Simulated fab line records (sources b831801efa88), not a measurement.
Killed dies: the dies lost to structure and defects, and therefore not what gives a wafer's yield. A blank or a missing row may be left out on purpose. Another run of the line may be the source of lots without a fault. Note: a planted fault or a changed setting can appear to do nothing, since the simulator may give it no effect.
Which of the tools did it? | flow gf180mcu | route of 602 steps, sampled at 1 step: 6 lots, 16 wafers

## WHAT THE GAUGES SHOWED, per wafer
GF_SAB_CD_MEAS_09: the cd target is 420 nm.
lot  | measured     | on        | cd nm (nm)
L664 | day 15 06:55 | cd sem-01 | 418.1 419.0 419.2
L668 | day 16 14:59 | cd sem-01 | 418.4 416.0 416.6
L673 | day 18 07:11 | cd sem-02 | 423.3
L680 | day 22 05:23 | cd sem-01 | 419.6 420.4 419.9
L683 | day 23 04:00 | cd sem-01 | 421.0 420.1 421.2
L686 | day 23 14:44 | cd sem-01 | 420.0 419.9 418.9

## TOOL THAT RAN EACH LOT (tool first, then ch and the chambers of the sampled wafers, then the start)
The record shows no process step preceding these readings.

## THE ANSWER, worked out from the rows above alone
Rule: usual is defined by the lots themselves. The widest of any qualifying gaps counts: lots, ordered by their means at a reading, are off when they make up no more than a third of the lots, leave a main group of 4 or more, and stand apart from it by 3 or more times the standard deviation of that group's means. The tables above print the reading to a certain number of digits; a main group whose means all agree to those digits is not used. Also off: a lot with no number at a reading for which 4 or more lots have one. Any other lot the step has rows for is counted as sound.
Across all readings shown, no lot is off: no conclusion can be drawn from this.

## WHAT HAD BEEN PUT IN BY THE SIMULATOR
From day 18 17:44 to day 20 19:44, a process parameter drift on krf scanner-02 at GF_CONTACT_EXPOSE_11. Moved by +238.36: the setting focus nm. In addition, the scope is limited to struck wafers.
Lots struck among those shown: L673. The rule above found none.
